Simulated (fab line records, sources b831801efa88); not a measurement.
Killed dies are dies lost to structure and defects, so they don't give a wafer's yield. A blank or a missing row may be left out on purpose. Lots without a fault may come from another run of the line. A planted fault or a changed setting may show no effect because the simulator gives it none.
Chamber matching | flow sky130 | SKY_CAPM_CVD_00 on pecvd-01: 3 sister chambers
The step deposits SiO2, target thk 15.5 nm. 3 wafers are shown with their chamber, then 8 later ones without.

WAFERS WITH THEIR CHAMBER
wafer  | chamber | rf_fwd_power_W (W)
L085.4 | 0       | 438.0
L086.5 | 1       | 443.9
L088.1 | 2       | 441.8

WAFERS WITHOUT THEIR CHAMBER
wafer  | rf_fwd_power_W (W)
L088.4 | 444.6
L088.6 | 442.8
L090.1 | 441.3
L090.5 | 445.4
L090.6 | 443.2
L096.2 | 441.1
L096.4 | 443.7
L096.6 | 443.7

WHICH CHAMBER EACH WENT THROUGH
wafer  | from the rows above     | in truth
L088.4 | 1                       | 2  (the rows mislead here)
L088.6 | can't be placed: 2 or 1 | 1
L090.1 | 2                       | 2
L090.5 | 1                       | 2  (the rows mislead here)
L090.6 | can't be placed: 1 or 2 | 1
L096.2 | 2                       | 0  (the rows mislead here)
L096.4 | 1                       | 1
L096.6 | 1                       | 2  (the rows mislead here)
Placed correctly: 2 of 8. Can't be placed from these rows: 2 (the true chamber is among the candidates in 2). Placed wrongly: 4.
How it was worked out, from the rows above alone: a wafer's distance from a chamber is the root of the sum, over the readings, of the square of ((its reading less the chamber's mean) divided by the reading's scatter). The wafer belongs to the nearest chamber; if the next one is less than 2 further off, it can't be placed. A chamber's mean is the mean of its shown wafers. The scatter: with one shown wafer a chamber, the root of the mean of the squares of how far each hidden wafer lies from its nearest shown one.
